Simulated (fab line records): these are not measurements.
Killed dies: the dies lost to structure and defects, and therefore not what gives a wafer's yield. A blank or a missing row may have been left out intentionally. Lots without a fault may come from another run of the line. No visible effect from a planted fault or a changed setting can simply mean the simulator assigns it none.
Matching of chambers :: flow gf180mcu :: pecvd-01 running GF_V4_CVD_02: 3 sister chambers
The step deposits SiO2 from TEOS, target thk 850 nm, time 94.851 s. 3 wafers are shown with their chamber, then 9 later ones without.

== EACH WAFER AND ITS CHAMBER ==
wafer: L088.3
chamber: 2
heaterPowerW (W): 657

wafer: L089.4
chamber: 1
heaterPowerW (W): 604

wafer: L089.6
chamber: 0
heaterPowerW (W): 523

== WAFERS WHOSE CHAMBER IS MISSING ==
wafer: L091.3
heaterPowerW (W): 615

wafer: L091.4
heaterPowerW (W): 538

wafer: L091.5
heaterPowerW (W): 609

wafer: L093.1
heaterPowerW (W): 698

wafer: L093.2
heaterPowerW (W): 599

wafer: L093.3
heaterPowerW (W): 533

wafer: L096.1
heaterPowerW (W): 636

wafer: L096.3
heaterPowerW (W): 523

wafer: L096.5
heaterPowerW (W): 682

== WHICH CHAMBER EACH ONE RAN IN ==
wafer: L091.3
from the rows above: can't be placed: 1 or 2
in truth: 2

wafer: L091.4
from the rows above: 0
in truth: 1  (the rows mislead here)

wafer: L091.5
from the rows above: 1
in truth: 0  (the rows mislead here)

wafer: L093.1
from the rows above: 2
in truth: 2

wafer: L093.2
from the rows above: 1
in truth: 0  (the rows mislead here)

wafer: L093.3
from the rows above: 0
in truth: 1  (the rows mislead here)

wafer: L096.1
from the rows above: can't be placed: 2 or 1
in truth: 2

wafer: L096.3
from the rows above: 0
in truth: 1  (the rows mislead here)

wafer: L096.5
from the rows above: 2
in truth: 2
2 of 9 placed correctly. From these rows, 2 cannot be placed; in 2 the true chamber is one of the candidates. Wrongly placed: 5.
How it was worked out, from the rows above alone: a wafer's distance from a chamber is the root of the sum, over the readings, of the square of ((its reading less the chamber's mean) divided by the reading's scatter). If the next closest chamber is less than 2 further off than the closest, the wafer can't be placed; otherwise it belongs to the closest. For every chamber, the mean is computed from those of its wafers that are shown. The scatter: with one shown wafer a chamber, the root of the mean of the squares of how far each hidden wafer lies from its nearest shown one.
